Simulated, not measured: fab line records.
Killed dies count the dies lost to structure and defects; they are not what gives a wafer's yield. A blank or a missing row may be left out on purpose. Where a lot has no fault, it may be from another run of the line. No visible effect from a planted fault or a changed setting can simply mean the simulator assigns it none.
Check for tools in common :: flow gf180mcu :: Lots sampled 13, wafers sampled 39

WHAT PROMPTED THE OPENING
3 of 13 lots carry a flag on the reading CONTACT_W_RS at GF_CONTACT_RS_MEAS_25. Wafers without a fault read 0.384 ohm/sq, standard deviation 0.0037.
Rule: a lot gets a flag if all its wafers with a number sit over 4 standard deviations from that mean, or if no wafer of it has a number. As for the other lots, they are considered sound.

lot: L147
measured: day 15 19:05
on: film_metro-03
CONTACT_W_RS (ohm/sq), wafer by wafer: 0.384 0.380 0.385
flag: 

lot: L149
measured: day 16 23:28
on: film_metro-03
CONTACT_W_RS (ohm/sq), wafer by wafer: 0.387 0.387 0.383
flag: 

lot: L151
measured: day 17 16:55
on: film_metro-02
CONTACT_W_RS (ohm/sq), wafer by wafer: 0.384 0.382 0.384
flag: 

lot: L152
measured: day 18 04:44
on: film_metro-01
CONTACT_W_RS (ohm/sq), wafer by wafer: 0.388 0.383 0.382
flag: 

lot: L154
measured: day 19 03:40
on: film_metro-02
CONTACT_W_RS (ohm/sq), wafer by wafer: 0.390 0.387 0.389
flag: 

lot: L157
measured: day 19 19:13
on: film_metro-01
CONTACT_W_RS (ohm/sq), wafer by wafer: 0.380 0.379 0.376
flag: 

lot: L158
measured: day 20 04:22
on: film_metro-01
CONTACT_W_RS (ohm/sq), wafer by wafer: 0.388 0.388 0.388
flag: 

lot: L160
measured: day 21 00:49
on: film_metro-02
CONTACT_W_RS (ohm/sq), wafer by wafer: 0.355 0.358 0.355
flag: FLAGGED

lot: L161
measured: day 21 06:29
on: film_metro-02
CONTACT_W_RS (ohm/sq), wafer by wafer: 0.354 0.358 0.354
flag: FLAGGED

lot: L162
measured: day 21 16:04
on: film_metro-02
CONTACT_W_RS (ohm/sq), wafer by wafer: 0.350 0.352 0.351
flag: FLAGGED

lot: L163
measured: day 22 03:21
on: film_metro-03
CONTACT_W_RS (ohm/sq), wafer by wafer: 0.382 0.382 0.380
flag: 

lot: L169
measured: day 23 23:56
on: film_metro-02
CONTACT_W_RS (ohm/sq), wafer by wafer: 0.378 0.376 0.382
flag: 

lot: L170
measured: day 24 02:16
on: film_metro-03
CONTACT_W_RS (ohm/sq), wafer by wafer: 0.382 0.390 0.382
flag: 
The mean of the flagged lots' numbers is 0.354 ohm/sq, -0.030 ohm/sq from the usual (-8 standard deviations).

WHICH TOOL EACH LOT WENT THROUGH
2 process steps preceding the reading are held in the record, out of 602 steps in the route. Each cell gives the tool, then ch followed by the chambers the sampled wafers passed through, then the start.
lot: L147
flag: 
GF_CONTACT_SPUTTER_23: pvd_sputter-02, day 15 18:56
GF_CONTACT_CVD_24: cvd_w-02 ch 0,1, day 15 18:58

lot: L149
flag: 
GF_CONTACT_SPUTTER_23: pvd_sputter-04, day 16 23:17
GF_CONTACT_CVD_24: cvd_w-01 ch 0,1, day 16 23:21

lot: L151
flag: 
GF_CONTACT_SPUTTER_23: pvd_sputter-04, day 17 16:46
GF_CONTACT_CVD_24: cvd_w-01 ch 0,1, day 17 16:48

lot: L152
flag: 
GF_CONTACT_SPUTTER_23: pvd_sputter-02, day 18 04:28
GF_CONTACT_CVD_24: cvd_w-02 ch 0, day 18 04:34

lot: L154
flag: 
GF_CONTACT_SPUTTER_23: pvd_sputter-04, day 19 03:32
GF_CONTACT_CVD_24: cvd_w-01 ch 0,1, day 19 03:34

lot: L157
flag: 
GF_CONTACT_SPUTTER_23: pvd_sputter-02, day 19 19:05
GF_CONTACT_CVD_24: cvd_w-02 ch 0,1, day 19 19:07

lot: L158
flag: 
GF_CONTACT_SPUTTER_23: pvd_sputter-01, day 20 04:14
GF_CONTACT_CVD_24: cvd_w-01 ch 0,1, day 20 04:16

lot: L160
flag: FLAGGED
GF_CONTACT_SPUTTER_23: pvd_sputter-02, day 21 00:38
GF_CONTACT_CVD_24: cvd_w-01 ch 0,1, day 21 00:43

lot: L161
flag: FLAGGED
GF_CONTACT_SPUTTER_23: pvd_sputter-02, day 21 06:20
GF_CONTACT_CVD_24: cvd_w-01 ch 0, day 21 06:23

lot: L162
flag: FLAGGED
GF_CONTACT_SPUTTER_23: pvd_sputter-04, day 21 15:55
GF_CONTACT_CVD_24: cvd_w-01 ch 0, day 21 15:58

lot: L163
flag: 
GF_CONTACT_SPUTTER_23: pvd_sputter-02, day 22 03:10
GF_CONTACT_CVD_24: cvd_w-02 ch 0,1, day 22 03:14

lot: L169
flag: 
GF_CONTACT_SPUTTER_23: pvd_sputter-02, day 23 23:48
GF_CONTACT_CVD_24: cvd_w-02 ch 0,1, day 23 23:50

lot: L170
flag: 
GF_CONTACT_SPUTTER_23: pvd_sputter-01, day 24 02:07
GF_CONTACT_CVD_24: cvd_w-02 ch 0,1, day 24 02:09
What the steps here do:
- GF_CONTACT_SPUTTER_23: material TiN, target thk 10 nm, time 40 s.
- GF_CONTACT_CVD_24: deposits W, target thk 300 nm, time 90.339 s.
- GF_CONTACT_RS_MEAS_25: measures by four-point-probe.

FLAGGED AGAINST TOTAL, ONE TOOL AT A TIME (gauges that did the reading follow at the end)
step: GF_CONTACT_SPUTTER_23
tool: pvd_sputter-01
lots run: 2
flagged: 0
share of the flagged lots: none
sound lots run after its first flagged lot: -

step: GF_CONTACT_SPUTTER_23
tool: pvd_sputter-02
lots run: 7
flagged: 2
share of the flagged lots: some
sound lots run after its first flagged lot: 2 (L163,L169)

step: GF_CONTACT_SPUTTER_23
tool: pvd_sputter-04
lots run: 4
flagged: 1
share of the flagged lots: some
sound lots run after its first flagged lot: 0

step: GF_CONTACT_CVD_24
tool: cvd_w-01
lots run: 7
flagged: 3
share of the flagged lots: all
sound lots run after its first flagged lot: 0

step: GF_CONTACT_CVD_24
tool: cvd_w-02
lots run: 6
flagged: 0
share of the flagged lots: none
sound lots run after its first flagged lot: -

step: GF_CONTACT_RS_MEAS_25
tool: film_metro-01
lots run: 3
flagged: 0
share of the flagged lots: none
sound lots run after its first flagged lot: -

step: GF_CONTACT_RS_MEAS_25
tool: film_metro-02
lots run: 6
flagged: 3
share of the flagged lots: all
sound lots run after its first flagged lot: 1 (L169)

step: GF_CONTACT_RS_MEAS_25
tool: film_metro-03
lots run: 4
flagged: 0
share of the flagged lots: none
sound lots run after its first flagged lot: -

WHAT THE TABLE PERMITS
cvd_w-01 at GF_CONTACT_CVD_24 and film_metro-02 at GF_CONTACT_RS_MEAS_25 are the 2 rows of the table that ran each flagged lot.
- cvd_w-01 at GF_CONTACT_CVD_24: 3 of its 7 lots flagged. A fault beginning between L158 (day 20 04:16), its last sound lot, and L160 (day 21 00:43), its first flagged one, fits the data.
- film_metro-02 at GF_CONTACT_RS_MEAS_25: 3 of its 6 lots flagged. Sound lots followed the first flagged one (L169) on it, something a lasting fault affecting the whole tool could not allow.
Just one tool remains: cvd_w-01 at GF_CONTACT_CVD_24.

WHAT WAS PUT IN BY THE SIMULATOR
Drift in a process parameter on cvd_w-01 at GF_CONTACT_CVD_24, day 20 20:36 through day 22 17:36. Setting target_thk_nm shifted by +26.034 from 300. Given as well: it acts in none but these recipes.
Lots struck among those shown: L160, L161, L162. The same result came from the rule above.
